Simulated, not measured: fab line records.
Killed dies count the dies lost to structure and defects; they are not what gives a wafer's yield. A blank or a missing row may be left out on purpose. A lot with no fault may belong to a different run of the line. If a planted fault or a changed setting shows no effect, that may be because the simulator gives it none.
Which tool is to blame?	flow gf180mcu	72 wafers sampled from 24 lots at 1 step of a route of 602

WHAT EACH GAUGE READ, for each wafer
GF_M2_CD_MEAS_14: target cd 280 nm.
lot	measured	on	cd nm (nm)
L074	day 19 03:08	cd sem-02	280.2 281.1 280.1
L075	day 19 13:11	cd sem-01	279.7 277.5 278.5
L076	day 19 14:32	cd sem-02	281.7 279.8 278.9
L077	day 20 08:14	cd sem-01	281.4 282.1 281.9
L078	day 21 01:02	cd sem-01	280.6 281.2 281.4
L079	day 21 15:29	cd sem-02	278.9 279.7 279.1
L080	day 21 15:50	cd sem-02	282.6 282.4 281.1
L083	day 22 21:44	cd sem-02	281.5 281.9 280.2
L081	day 22 23:02	cd sem-01	280.6 280.0 281.2
L082	day 23 00:01	cd sem-02	282.1 282.2 282.1
L084	day 23 17:14	cd sem-02	281.0 281.2 281.0
L085	day 23 19:37	cd sem-02	277.7 278.6 279.2
L086	day 23 20:23	cd sem-01	279.7 278.7 279.9
L088	day 24 03:38	cd sem-02	279.0 278.9 280.7
L087	day 24 05:17	cd sem-02	279.3 279.0 279.3
L091	day 24 21:05	cd sem-02	279.6 279.7 279.2
L089	day 25 01:55	cd sem-01	280.0 279.8 279.5
L090	day 25 02:16	cd sem-01	279.1 279.1 280.1
L092	day 25 09:47	cd sem-02	282.2 280.9 281.5
L093	day 25 16:23	cd sem-01	280.8 279.7 281.1
L094	day 25 17:29	cd sem-02	278.1 278.3 279.3
L095	day 26 02:15	cd sem-02	280.1 279.9 280.5
L096	day 26 08:11	cd sem-02	279.9 281.3 280.7
L097	day 26 17:11	cd sem-01	280.0 279.7 279.0

EACH LOT AND THE TOOL THAT RAN IT (in order: tool; ch and the chambers of the sampled wafers; start)
The record holds no process step before these readings.

WHAT THE TOOLS THEMSELVES READ (means of the sampled wafers that have a number; where no wafer has one, the mark that the record gives instead)
The record holds no such reading with a usual standard deviation.

THE ANSWER, worked out from the rows above alone
Rule: the lots themselves supply what counts as usual. Put in order of their means at a reading, lots are off if they are a third of the lots or fewer, leave a main group of 4 or more, and stand apart from it by a gap of 3 or more times the standard deviation of the main group's means; of several such gaps the widest counts. A main group is skipped when, at the precision printed for the reading in the tables above, its means are all equal. A lot without any number at a reading at which 4 lots or more have one is off too. Any other lot the step has rows for is counted as sound. After the gauges, taken in route order, come the tools' own readings; for these a lot's mean is taken, as printed above. At the first step where some lot is off, the reading lying furthest off is the one used; lots without a number count as furthest.
No lot is off at any reading shown: from this, nothing can be told.

WHAT WAS PUT IN BY THE SIMULATOR
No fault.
